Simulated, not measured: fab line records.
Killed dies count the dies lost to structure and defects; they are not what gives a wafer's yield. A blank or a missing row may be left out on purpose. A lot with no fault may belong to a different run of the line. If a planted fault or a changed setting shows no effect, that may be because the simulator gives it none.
fab line records	flow sky130
[record] lots = 12	wafers = 36	last-day = 50
route steps=708 shown NWELL@67 VT_ADJUST_LVTN@104 PAD_OPEN@708
lots that met no fault: from a run of the same line without faults
start-h: the number of hours between the record's first day and the start of the first shown wafer of the lot	wait-h: hours elapsed since this lot's preceding step	" same as the row above	L1.1+2: several wafers, shown together as one row	- no value, or no start was given	* or withheld: withheld	< > ~ a bound
route shown NAME@n: a module of which the file shows steps, and the number in the route of the first	usual: mean/standard deviation taken from wafers without a fault	same: alike in all rows	chamber/n: place in a boat	sites: per-site readings	_std_site: how widely they spread, as a standard deviation	_edge_site: inner sites' mean taken away from outer sites' mean	radius-mm: how far each site lies from the wafer's centre	mask NAME#n: copy n	behind: the tool/chamber that last shaped the wafer	hold: what put the lot on hold/how long, in hours/how the hold closed	device: whichever transistor did not switch (one of n, p or np)	end of line: the tests these same wafers got at the end of their route	a step with no rows: only its recipe	killed: the dies lost at the first sort to structure and to defects; this is not the yield of the wafer	map: shows each die of a wafer: x if killed, . if not, _ if none is there
set.NAME: setting as actually run; set.NAME@STEP: the setting as run at that earlier step	model.NAME: the simulator's own value behind a step, which no gauge read
a sample of lots followed through the steps of the route, with each step as a table and each wafer as a row
services: when a tool's chamber went out of use (start-h, in hours from the record's first day, below 0 if earlier), for how many hours, and the reason
[[steps]]
[step SKY_NWELL_STRIP_14]
[recipe] chemistry = O2/N2	power-w = 1400	pressure-mtorr = 1500	platen-temp-c = withheld	o2-flow-sccm = 3000	n2-flow-sccm = 300	overash-fraction = 0.5
[usual] drypump-motor-current-A = 5.94/0.26	n2-flow-sccm = 299.9/0.86	oes-product-au = 0.723/0.0043	strip-time-to-endpoint-s = 36.96/0.098
lot.wafer	tool	chamber	start-h	wait-h	drypump-motor-current-A	n2-flow-sccm	oes-product-au	rf-hours-counter-h	strip-time-to-endpoint-s
L789.1	plasma-asher-04	0	84.33	0.1	6.03	299.3	0.726	38	36.66
L789.2	"	1	"	"	5.91	300.5	0.720	38	36.79
L789.3	"	1	"	"	5.89	299.3	0.723	-	36.78
L790.1	plasma-asher-03	1	92.43	0.1	6.16	300.2	0.718	44	37.03
L790.3	"	0	"	"	5.65	300.2	0.718	-	36.98
L790.6	"	0	"	"	5.66	299.7	0.726	-	37.00
L791.4	plasma-asher-03	0	96.04	0.1	5.66	300.3	0.721	-	36.92
L791.5	"	0	"	"	5.66	301.5	0.720	-	36.95
L791.6	"	1	"	"	6.12	301.0	0.726	-	36.95
L793.1	plasma-asher-03	1	110.83	0.1	6.10	300.1	0.724	45	36.99
L793.2	"	0	"	"	5.65	300.4	0.734	45	37.00
L793.5	"	1	"	"	6.11	299.1	0.722	-	37.05
L794.2	plasma-asher-01	1	115.28	0.1	5.65	300.1	0.722	31	36.99
L794.3	"	1	"	"	5.64	298.7	0.720	-	37.03
L794.6	"	0	"	"	6.28	301.1	0.729	-	36.76
L796.1	plasma-asher-04	1	124.91	0.1	5.90	300.8	0.723	44	36.90
L796.2	"	0	"	"	6.01	300.4	0.719	44	36.92
L796.6	"	0	"	"	6.02	300.6	0.726	-	36.87
L800.1	plasma-asher-01	1	155.26	0.1	5.64	299.7	0.720	35	37.02
L800.4	"	1	"	"	5.64	301.8	0.722	-	37.07
L800.5	"	0	"	"	6.30	300.8	0.731	-	36.92
L801.2	plasma-asher-01	0	157.26	0.1	6.31	299.6	0.722	35	37.13
L801.3	"	0	"	"	6.29	299.7	0.725	-	36.97
L801.4	"	1	"	"	5.61	299.9	0.722	-	37.00
L803.3	plasma-asher-03	0	167.91	0.1	5.65	299.1	0.720	-	36.74
L803.4	"	1	"	"	6.16	300.2	0.718	-	36.82
L803.6	"	0	"	"	5.66	300.0	0.718	-	36.88
L806.2	plasma-asher-01	1	182.26	0.1	5.66	301.0	0.727	38	37.05
L806.4	"	1	"	"	5.65	300.1	0.723	-	36.99
L806.6	"	1	"	"	5.66	300.3	0.725	-	37.02
L808.1	plasma-asher-03	1	207.33	0.1	6.12	299.2	0.725	55	36.97
L808.3	"	0	"	"	5.67	299.3	0.717	-	36.90
L808.5	"	0	"	"	5.67	299.3	0.726	-	36.93
L812.1	plasma-asher-03	0	219.45	0.1	5.67	300.3	0.724	56	37.23
L812.4	"	0	"	"	5.67	299.2	0.719	-	37.07
L812.5	"	1	"	"	6.16	299.2	0.725	-	37.19
[step SKY_VT_ADJUST_LVTN_OVL_MEAS_07]
[usual] VT_ADJUST_LVTN_OVL = -0.2/1.4
lot.wafer	tool	chamber	start-h	wait-h	VT_ADJUST_LVTN_OVL[nm]
L789.1	overlay-01	-	138.51	-	-0.5
L789.2	"	-	"	"	1.7
L789.3	"	-	"	"	-0.3
L790.1	overlay-01	-	148.37	-	0.4
L790.3	"	-	"	"	0.3
L790.6	"	-	"	"	2.0
L791.4	overlay-01	-	153.49	-	-0.3
L791.5	"	-	"	"	0.3
L791.6	"	-	"	"	-0.3
L793.1	overlay-01	-	170.31	-	1.2
L793.2	"	-	"	"	-0.9
L793.5	"	-	"	"	1.4
L794.2	overlay-01	-	176.55	-	-3.0
L794.3	"	-	"	"	-2.0
L794.6	"	-	"	"	-1.2
L796.1	overlay-02	-	184.94	-	-0.4
L796.2	"	-	"	"	-2.1
L796.6	"	-	"	"	-1.6
L800.1	overlay-02	-	218.31	-	-4.9
L800.4	"	-	"	"	-2.5
L800.5	"	-	"	"	-1.2
L801.2	overlay-02	-	221.63	-	-2.2
L801.3	"	-	"	"	-0.6
L801.4	"	-	"	"	-1.9
L803.3	overlay-01	-	233.20	-	1.2
L803.4	"	-	"	"	1.6
L803.6	"	-	"	"	0.3
L806.2	overlay-01	-	249.65	-	-0.1
L806.4	"	-	"	"	0.1
L806.6	"	-	"	"	2.4
L808.1	overlay-02	-	276.77	-	-1.7
L808.3	"	-	"	"	0.0
L808.5	"	-	"	"	0.0
L812.1	overlay-02	-	290.46	-	-0.4
L812.4	"	-	"	"	0.4
L812.5	"	-	"	"	0.0
[step SKY_VT_ADJUST_LVTN_IMPLANT_08]
[recipe] species = B	energy-kev = 30	dose-cm2 = 1.57e+12	tilt-deg = withheld
[usual] dose-ions-cm2 = 1.5699e+12/1.6e+09	faraday-current-uA = 8.84/0.19
lot.wafer	tool	chamber	start-h	wait-h	dose-ions-cm2	faraday-current-uA
L789.1	implanter-04	0	138.55	0.0	1.57e+12	8.62
L789.2	"	0	"	"	1.5701e+12	8.61
L789.3	"	0	"	"	1.5698e+12	8.98
L790.1	implanter-04	0	148.41	0.0	1.5684e+12	8.81
L790.3	"	0	"	"	1.5709e+12	8.57
L790.6	"	0	"	"	1.5703e+12	8.81
L791.4	implanter-03	0	153.58	0.1	1.5695e+12	8.92
L791.5	"	0	"	"	1.574e+12	8.67
L791.6	"	0	"	"	1.5709e+12	8.91
L793.1	implanter-02	0	170.35	0.0	1.5717e+12	9.14
L793.2	"	0	"	"	1.5696e+12	9.17
L793.5	"	0	"	"	1.5712e+12	9.06
L794.2	implanter-02	0	176.60	0.0	1.5697e+12	8.83
L794.3	"	0	"	"	1.5716e+12	8.84
L794.6	"	0	"	"	1.5701e+12	9.08
L796.1	implanter-04	0	184.98	0.0	1.5706e+12	8.71
L796.2	"	0	"	"	1.5693e+12	8.70
L796.6	"	0	"	"	1.5702e+12	8.40
L800.1	implanter-04	0	218.35	0.0	2.2116e+12	12.67
L800.4	"	0	"	"	2.214e+12	12.57
L800.5	"	0	"	"	2.2127e+12	12.45
L801.2	implanter-02	0	221.68	0.0	1.5684e+12	9.01
L801.3	"	0	"	"	1.569e+12	8.65
L801.4	"	0	"	"	1.571e+12	8.83
L803.3	implanter-04	0	233.28	0.1	2.2116e+12	11.80
L803.4	"	0	"	"	2.2132e+12	12.65
L803.6	"	0	"	"	2.213e+12	12.22
L806.2	implanter-03	0	249.70	0.0	1.5724e+12	8.41
L806.4	"	0	"	"	1.5694e+12	8.72
L806.6	"	0	"	"	1.5697e+12	9.11
L808.1	implanter-03	0	276.80	0.0	1.5713e+12	8.87
L808.3	"	0	"	"	1.5715e+12	8.77
L808.5	"	0	"	"	1.5714e+12	8.48
L812.1	implanter-04	0	290.50	0.0	1.5674e+12	8.90
L812.4	"	0	"	"	1.569e+12	9.36
L812.5	"	0	"	"	1.5695e+12	8.82
[step SKY_VT_ADJUST_LVTN_TW_MEAS_10]
[usual] VT_ADJUST_LVTN_TW = 242.1/2.5
lot.wafer	tool	chamber	start-h	wait-h	VT_ADJUST_LVTN_TW
L789.1	film-metro-02	-	138.80	0.1	246.4
L789.2	"	-	"	"	245.3
L789.3	"	-	"	"	242.2
L790.1	film-metro-01	-	148.66	0.1	240.3
L790.3	"	-	"	"	239.7
L790.6	"	-	"	"	240.7
L791.4	film-metro-02	-	153.79	0.1	245.4
L791.5	"	-	"	"	244.9
L791.6	"	-	"	"	245.4
L793.1	film-metro-03	-	170.60	0.1	240.4
L793.2	"	-	"	"	240.4
L793.5	"	-	"	"	240.9
L794.2	film-metro-01	-	176.84	0.1	241.1
L794.3	"	-	"	"	239.5
L794.6	"	-	"	"	240.4
L796.1	film-metro-01	-	185.23	0.1	241.0
L796.2	"	-	"	"	240.6
L796.6	"	-	"	"	239.9
L800.1	film-metro-03	-	218.60	0.1	266.4
L800.4	"	-	"	"	268.0
L800.5	"	-	"	"	266.9
L801.2	film-metro-02	-	221.92	0.1	245.1
L801.3	"	-	"	"	245.2
L801.4	"	-	"	"	245.9
L803.3	film-metro-02	-	233.50	0.1	271.6
L803.4	"	-	"	"	271.1
L803.6	"	-	"	"	271.3
L806.2	film-metro-01	-	249.94	0.1	237.9
L806.4	"	-	"	"	238.9
L806.6	"	-	"	"	238.1
L808.1	film-metro-03	-	277.05	0.1	243.0
L808.3	"	-	"	"	241.9
L808.5	"	-	"	"	241.9
L812.1	film-metro-02	-	290.75	0.1	247.0
L812.4	"	-	"	"	243.7
L812.5	"	-	"	"	245.9
[step SKY_VT_ADJUST_LVTN_OVL_MEAS_18]
[usual] VT_ADJUST_LVTN_01_OVL = -0.9/1.9
lot.wafer	tool	chamber	start-h	wait-h	VT_ADJUST_LVTN_01_OVL[nm]
L789.1	overlay-02	-	157.99	0.1	-1.9
L789.2	"	-	"	"	-2.0
L789.3	"	-	"	"	-1.4
L790.1	overlay-02	-	168.46	0.1	-4.9
L790.3	"	-	"	"	-2.5
L790.6	"	-	"	"	-1.6
L791.4	overlay-02	-	173.96	0.1	-2.1
L791.5	"	-	"	"	-0.1
L791.6	"	-	"	"	-2.0
L793.1	overlay-02	-	190.62	0.1	-2.0
L793.2	"	-	"	"	-3.2
L793.5	"	-	"	"	-4.7
L794.2	overlay-01	-	196.95	0.1	-2.4
L794.3	"	-	"	"	-3.9
L794.6	"	-	"	"	-3.3
L796.1	overlay-02	-	205.72	0.1	-0.8
L796.2	"	-	"	"	-1.6
L796.6	"	-	"	"	-0.4
L800.1	overlay-01	-	240.56	0.1	-0.3
L800.4	"	-	"	"	0.6
L800.5	"	-	"	"	-1.1
L801.2	overlay-02	-	244.40	0.1	-1.1
L801.3	"	-	"	"	-1.1
L801.4	"	-	"	"	-1.0
L803.3	overlay-01	-	256.90	0.1	0.8
L803.4	"	-	"	"	1.5
L803.6	"	-	"	"	1.2
L806.2	overlay-01	-	274.02	0.1	3.2
L806.4	"	-	"	"	2.9
L806.6	"	-	"	"	2.3
L808.1	overlay-02	-	302.49	0.1	-3.0
L808.3	"	-	"	"	-3.5
L808.5	"	-	"	"	-4.0
L812.1	overlay-01	-	316.04	0.1	0.8
L812.4	"	-	"	"	-0.4
L812.5	"	-	"	"	-0.7
[step SKY_PAD_OPEN_PROBE_99]
[usual] killed_at_M0_to_M3 = 43/7.2	killed_at_M4_up = 3.2/1.8	killed-at-contacts = 23/5.6	killed-at-front-end = 15/4.6	killed-at-other = 0.3/0.71	killed-dies = 85/10	killed-open = 46/7.8	killed-short = 38/6.5
[same] gross-dies = 492	killed-at-back-side = 0
lot.wafer	tool	chamber	start-h	wait-h	killed_at_M0_to_M3	killed_at_M4_up	killed-at-contacts	killed-at-front-end	killed-at-other	killed-dies	killed-open	killed-short
L789.1	prober-01	-	1073.98	0.1	28	6	21	17	0	72	33	39
L789.2	prober-01	-	1074.03	0.1	43	2	27	23	1	96	56	38
L789.3	prober-01	-	1074.08	0.2	24	3	19	24	0	70	26	43
L790.1	prober-02	-	1077.14	0.1	39	1	19	13	0	72	35	37
L790.3	prober-02	-	1077.24	0.2	43	3	26	14	1	87	50	36
L790.6	prober-02	-	1077.39	0.2	57	4	10	10	3	84	41	40
L791.4	prober-01	-	1089.74	0.2	37	5	33	13	0	88	46	42
L791.5	prober-01	-	1089.79	0.2	52	0	18	22	0	92	54	38
L791.6	prober-01	-	1089.84	0.2	54	5	22	15	0	96	56	39
L793.1	prober-02	-	1103.84	0.1	38	7	18	18	0	81	41	39
L793.2	prober-02	-	1103.89	0.1	59	2	26	8	0	95	60	35
L793.5	prober-02	-	1104.04	0.2	43	7	19	13	1	83	43	40
L794.2	prober-02	-	1110.54	0.1	45	2	16	15	0	78	35	43
L794.3	prober-02	-	1110.59	0.2	49	4	23	14	0	90	46	44
L794.6	prober-02	-	1110.74	0.2	46	2	32	9	0	89	49	40
L796.1	prober-01	-	1115.74	0.1	34	5	33	15	0	87	46	40
L796.2	prober-01	-	1115.79	0.1	47	4	22	17	0	90	50	40
L796.6	prober-01	-	1115.99	0.2	42	2	29	18	0	91	48	43
L800.1	prober-02	-	1145.53	0.1	35	1	24	11	0	71	41	29
L800.4	prober-02	-	1145.68	0.2	50	0	22	9	0	81	54	27
L800.5	prober-02	-	1145.73	0.2	46	3	19	9	1	78	44	34
L801.2	prober-01	-	1146.99	0.1	39	4	25	19	0	87	40	46
L801.3	prober-01	-	1147.04	0.2	47	0	25	19	0	91	56	33
L801.4	prober-01	-	1147.09	0.2	49	3	17	23	1	93	53	40
L803.3	prober-01	-	1157.04	0.2	56	5	29	8	0	98	53	41
L803.4	prober-01	-	1157.09	0.2	50	1	22	17	0	90	46	44
L803.6	prober-01	-	1157.19	0.2	36	2	33	7	0	78	50	28
L806.2	prober-02	-	1172.38	0.1	39	5	23	14	1	82	39	43
L806.4	prober-02	-	1172.48	0.2	45	5	24	15	0	89	47	42
L806.6	prober-02	-	1172.58	0.2	48	1	25	20	1	95	63	32
L808.1	prober-01	-	1187.66	0.1	35	4	35	20	0	94	52	41
L808.3	prober-01	-	1187.76	0.2	36	5	29	12	0	82	43	38
L808.5	prober-01	-	1187.86	0.2	41	4	26	15	0	86	54	32
L812.1	prober-02	-	1197.00	0.1	39	3	25	10	0	77	44	33
L812.4	prober-02	-	1197.15	0.2	35	1	24	22	0	82	45	35
L812.5	prober-02	-	1197.20	0.2	38	6	18	19	1	82	38	44
// killed by level:class
L789.1 CONTACT:geometric-particle:open=7 FIELD_ISO:geometric-particle:short=6 LI_CONTACT:geometric-particle:open=5 CONTACT:geometric-particle:short=5 METAL1:geometric-particle:short=5 VIA2:geometric-particle:open=5 LOCAL_INTERCONNECT:geometric-particle:short=4 FIELD_ISO:geometric-particle:open=4
L789.2 CONTACT:geometric-particle:open=10 VIA1:geometric-particle:open=9 VIA2:geometric-particle:open=7 VIA1:geometric-particle:short=7 LI_CONTACT:geometric-particle:open=6 FIELD_ISO:geometric-particle:open=5 POLY_GATE:geometric-particle:open=5 CONTACT:geometric-particle:short=5
L789.3 FIELD_ISO:geometric-particle:short=12 CONTACT:geometric-particle:open=8 POLY_GATE:geometric-particle:short=6 VIA3:geometric-particle:open=5 LI_CONTACT:geometric-particle:short=3 LI_CONTACT:geometric-particle:open=3 LOCAL_INTERCONNECT:geometric-particle:short=3 METAL2:geometric-particle:short=3
L790.1 METAL1:geometric-particle:short=11 VIA3:geometric-particle:open=7 VIA1:geometric-particle:open=6 LI_CONTACT:geometric-particle:open=5 POLY_GATE:geometric-particle:short=4 LOCAL_INTERCONNECT:geometric-particle:short=4 CONTACT:geometric-particle:open=4 FIELD_ISO:geometric-particle:open=3
L790.3 CONTACT:geometric-particle:open=12 VIA1:geometric-particle:open=11 VIA3:geometric-particle:open=8 POLY_GATE:geometric-particle:open=5 METAL2:geometric-particle:short=5 FIELD_ISO:geometric-particle:short=4 LI_CONTACT:geometric-particle:short=4 LOCAL_INTERCONNECT:geometric-particle:short=4
L790.6 VIA1:geometric-particle:open=12 METAL2:geometric-particle:short=9 METAL1:geometric-particle:short=7 VIA3:geometric-particle:open=6 VIA2:geometric-particle:open=6 VIA3:geometric-particle:short=6 VIA1:geometric-particle:short=5 FIELD_ISO:geometric-particle:short=3
L791.4 LI_CONTACT:geometric-particle:open=12 CONTACT:geometric-particle:open=11 METAL2:geometric-particle:short=6 VIA3:geometric-particle:open=6 LOCAL_INTERCONNECT:geometric-particle:short=5 VIA1:geometric-particle:short=5 VIA2:geometric-particle:open=5 VIA2:geometric-particle:short=4
L791.5 VIA1:geometric-particle:open=17 CONTACT:geometric-particle:open=9 METAL2:geometric-particle:short=6 VIA1:geometric-particle:short=6 VIA3:geometric-particle:open=6 FIELD_ISO:geometric-particle:short=5 SPACER:geometric-particle:short=5 VIA2:geometric-particle:open=5
L791.6 VIA1:geometric-particle:open=19 CONTACT:geometric-particle:open=9 LI_CONTACT:geometric-particle:open=7 FIELD_ISO:geometric-particle:short=6 VIA1:geometric-particle:short=5 LOCAL_INTERCONNECT:geometric-particle:short=5 METAL2:geometric-particle:short=5 METAL4:geometric-particle:short=5
L793.1 VIA1:geometric-particle:open=11 POLY_GATE:geometric-particle:short=6 CONTACT:geometric-particle:open=6 VIA1:geometric-particle:short=6 LI_CONTACT:geometric-particle:open=5 VIA2:geometric-particle:open=4 METAL1:geometric-particle:short=4 METAL2:geometric-particle:short=4
L793.2 VIA1:geometric-particle:open=14 CONTACT:geometric-particle:open=9 VIA2:geometric-particle:open=9 LI_CONTACT:geometric-particle:open=8 VIA1:geometric-particle:short=8 VIA3:geometric-particle:open=8 METAL2:geometric-particle:short=6 CONTACT:geometric-particle:short=4
L793.5 VIA1:geometric-particle:open=12 CONTACT:geometric-particle:open=7 LI_CONTACT:geometric-particle:open=5 LOCAL_INTERCONNECT:geometric-particle:short=5 METAL1:geometric-particle:short=5 VIA1:geometric-particle:short=5 METAL2:geometric-particle:short=5 VIA3:geometric-particle:short=5
L794.2 METAL2:geometric-particle:short=7 CONTACT:geometric-particle:open=6 METAL1:geometric-particle:short=6 VIA3:geometric-particle:short=6 VIA3:geometric-particle:open=6 VIA1:geometric-particle:open=5 VIA1:geometric-particle:short=5 VIA2:geometric-particle:open=4
L794.3 VIA3:geometric-particle:open=10 METAL2:geometric-particle:short=9 CONTACT:geometric-particle:open=8 CONTACT:geometric-particle:short=6 VIA1:geometric-particle:open=6 LI_CONTACT:geometric-particle:open=5 VIA2:geometric-particle:open=5 VIA3:geometric-particle:short=5
L794.6 CONTACT:geometric-particle:open=15 VIA1:geometric-particle:open=9 CONTACT:geometric-particle:short=8 VIA1:geometric-particle:short=7 VIA2:geometric-particle:open=7 METAL1:geometric-particle:short=5 METAL2:geometric-particle:short=5 VIA3:geometric-particle:open=5
L796.1 CONTACT:geometric-particle:open=12 LI_CONTACT:geometric-particle:open=9 FIELD_ISO:geometric-particle:short=6 VIA2:geometric-particle:open=5 CONTACT:geometric-particle:short=5 METAL1:geometric-particle:short=5 VIA1:geometric-particle:open=5 LOCAL_INTERCONNECT:geometric-particle:short=4
L796.2 VIA1:geometric-particle:open=13 VIA3:geometric-particle:open=9 LI_CONTACT:geometric-particle:open=5 METAL2:geometric-particle:short=5 FIELD_ISO:geometric-particle:short=4 POLY_GATE:geometric-particle:open=4 LI_CONTACT:geometric-particle:short=4 LOCAL_INTERCONNECT:geometric-particle:short=4
L796.6 CONTACT:geometric-particle:open=12 VIA2:geometric-particle:open=10 LI_CONTACT:geometric-particle:open=8 VIA2:geometric-particle:short=8 VIA1:geometric-particle:open=6 POLY_GATE:geometric-particle:short=5 VIA1:geometric-particle:short=5 FIELD_ISO:geometric-particle:open=4
L800.1 CONTACT:geometric-particle:open=9 VIA3:geometric-particle:open=7 LI_CONTACT:geometric-particle:short=6 LI_CONTACT:geometric-particle:open=6 VIA1:geometric-particle:open=6 FIELD_ISO:geometric-particle:open=5 VIA1:geometric-particle:short=4 POLY_GATE:geometric-particle:short=4
L800.4 VIA1:geometric-particle:open=18 VIA3:geometric-particle:open=9 LI_CONTACT:geometric-particle:open=8 LI_CONTACT:geometric-particle:short=6 CONTACT:geometric-particle:open=5 METAL2:geometric-particle:short=4 VIA2:geometric-particle:open=4 POLY_GATE:geometric-particle:open=3
L800.5 VIA1:geometric-particle:open=8 VIA3:geometric-particle:open=8 VIA2:geometric-particle:open=7 METAL1:geometric-particle:short=5 LI_CONTACT:geometric-particle:open=5 CONTACT:geometric-particle:short=4 CONTACT:geometric-particle:open=4 VIA3:geometric-particle:short=4
L801.2 VIA1:geometric-particle:open=8 CONTACT:geometric-particle:open=8 FIELD_ISO:geometric-particle:short=7 LI_CONTACT:geometric-particle:open=6 VIA3:geometric-particle:open=6 CONTACT:geometric-particle:short=5 LOCAL_INTERCONNECT:geometric-particle:short=5 METAL2:geometric-particle:short=5
L801.3 VIA2:geometric-particle:open=15 VIA1:geometric-particle:open=10 CONTACT:geometric-particle:open=9 CONTACT:geometric-particle:short=6 LI_CONTACT:geometric-particle:short=5 LI_CONTACT:geometric-particle:open=5 VIA2:geometric-particle:short=5 FIELD_ISO:geometric-particle:open=3
L801.4 VIA1:geometric-particle:open=17 POLY_GATE:geometric-particle:open=9 CONTACT:geometric-particle:open=7 METAL2:geometric-particle:short=7 METAL3:geometric-particle:short=6 VIA1:geometric-particle:short=5 POLY_GATE:geometric-particle:short=4 LOCAL_INTERCONNECT:geometric-particle:short=4
L803.3 CONTACT:geometric-particle:open=11 VIA1:geometric-particle:open=10 LI_CONTACT:geometric-particle:open=8 VIA3:geometric-particle:open=8 VIA2:geometric-particle:short=6 CONTACT:geometric-particle:short=5 VIA1:geometric-particle:short=5 VIA2:geometric-particle:open=5
L803.4 VIA1:geometric-particle:open=11 METAL1:geometric-particle:short=10 CONTACT:geometric-particle:open=10 METAL2:geometric-particle:short=9 LI_CONTACT:geometric-particle:open=8 FIELD_ISO:geometric-particle:short=5 VIA2:geometric-particle:short=5 VIA3:geometric-particle:open=5
L803.6 CONTACT:geometric-particle:open=15 LI_CONTACT:geometric-particle:open=9 VIA3:geometric-particle:open=6 VIA1:geometric-particle:short=6 VIA1:geometric-particle:open=6 VIA3:geometric-particle:short=5 LOCAL_INTERCONNECT:geometric-particle:open=4 VIA2:geometric-particle:open=4
L806.2 VIA1:geometric-particle:open=9 LI_CONTACT:geometric-particle:open=7 METAL2:geometric-particle:short=7 CONTACT:geometric-particle:open=6 METAL1:geometric-particle:short=5 FIELD_ISO:geometric-particle:short=4 POLY_GATE:geometric-particle:open=4 LI_CONTACT:geometric-particle:short=4
L806.4 VIA1:geometric-particle:open=9 CONTACT:geometric-particle:open=8 METAL1:geometric-particle:short=7 VIA2:geometric-particle:open=7 LI_CONTACT:geometric-particle:open=6 VIA3:geometric-particle:short=6 FIELD_ISO:geometric-particle:open=5 METAL2:geometric-particle:short=5
L806.6 VIA1:geometric-particle:open=15 CONTACT:geometric-particle:open=13 VIA2:geometric-particle:open=9 METAL2:geometric-particle:short=7 FIELD_ISO:geometric-particle:open=6 FIELD_ISO:geometric-particle:short=6 LI_CONTACT:geometric-particle:open=6 VIA3:geometric-particle:open=4
L808.1 VIA1:geometric-particle:open=14 CONTACT:geometric-particle:open=11 CONTACT:geometric-particle:short=8 FIELD_ISO:geometric-particle:open=7 LI_CONTACT:geometric-particle:open=7 FIELD_ISO:geometric-particle:short=6 POLY_GATE:geometric-particle:short=6 LI_CONTACT:geometric-particle:short=4
L808.3 LI_CONTACT:geometric-particle:open=9 VIA1:geometric-particle:open=9 VIA1:geometric-particle:short=6 LI_CONTACT:geometric-particle:short=5 LOCAL_INTERCONNECT:geometric-particle:short=5 CONTACT:geometric-particle:open=5 METAL2:geometric-particle:short=4 VIA3:geometric-particle:open=4
L808.5 LI_CONTACT:geometric-particle:open=13 VIA3:geometric-particle:open=10 METAL1:geometric-particle:short=7 POLY_GATE:geometric-particle:open=6 VIA2:geometric-particle:open=6 CONTACT:geometric-particle:open=5 VIA1:geometric-particle:open=5 LOCAL_INTERCONNECT:geometric-particle:short=4
L812.1 LI_CONTACT:geometric-particle:open=9 VIA2:geometric-particle:open=9 METAL1:geometric-particle:short=8 CONTACT:geometric-particle:open=8 VIA3:geometric-particle:open=7 METAL2:geometric-particle:short=4 POLY_GATE:geometric-particle:open=3 POLY_GATE:geometric-particle:short=3
L812.4 VIA2:geometric-particle:open=10 POLY_GATE:geometric-particle:short=7 CONTACT:geometric-particle:open=7 LI_CONTACT:geometric-particle:open=6 FIELD_ISO:geometric-particle:open=5 LOCAL_INTERCONNECT:geometric-particle:short=5 VIA3:geometric-particle:open=5 FIELD_ISO:geometric-particle:short=4
L812.5 METAL2:geometric-particle:short=7 CONTACT:geometric-particle:open=6 VIA3:geometric-particle:open=6 POLY_GATE:geometric-particle:open=5 LI_CONTACT:geometric-particle:open=5 METAL1:geometric-particle:short=5 VIA1:geometric-particle:open=5 METAL3:geometric-particle:short=5
[[services]]
tool	chamber	start-h	hours	kind
plasma-asher-03	-	64.59	2.8	pm
implanter-02	-	71.86	3.3	pm
implanter-04	-	81.97	2.4	repair
implanter-02	-	91.39	4.4	repair
plasma-asher-03	-	105.57	2.0	repair
implanter-04	-	105.75	4.8	repair
implanter-03	-	106.38	2.8	repair
plasma-asher-04	-	162.89	1.0	repair
implanter-04	-	163.56	3.8	repair
implanter-02	-	238.12	1.6	repair
plasma-asher-04	-	242.49	2.6	repair
[[key]]
[first-sign] step = SKY_VT_ADJUST_LVTN_IMPLANT_08	reading = dose-ions-cm2	direction = up	sigmas = 99+	usual = *	struck = *
[effect] step = SKY_VT_ADJUST_LVTN_IMPLANT_08	reading = faraday-current-uA	direction = up	sigmas = 19	usual = 8.84	struck = 12.39
[effect] step = SKY_VT_ADJUST_LVTN_TW_MEAS_10	reading = VT_ADJUST_LVTN_TW	direction = up	sigmas = 11	usual = 242.1	struck = 269.2
met-at SKY_VT_ADJUST_LVTN_IMPLANT_08
struck-lots L800,L803
tester-left-out L800,L803
not-acting-at SKY_NWELL_STRIP_14,SKY_VT_ADJUST_LVTN_OVL_MEAS_07,SKY_VT_ADJUST_LVTN_OVL_MEAS_18
onset-between 184.98 218.35
[fault] kind = process-parameter-drift	tool = implanter-04	chamber = -	onset-h = 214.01	steps = SKY_VT_ADJUST_LVTN_IMPLANT_08	channel = dose-cm2	offset = *	shape = step	end-h = 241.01	acts-in = *	stated = *
// tester-left-out: of these lots the tester's yield and bins aren't shown, on N5 and GAA mostly nor the transistor test; their killed dies are dies lost to structure and defects alone, not to doping, threshold or leakage, so they don't give the yield
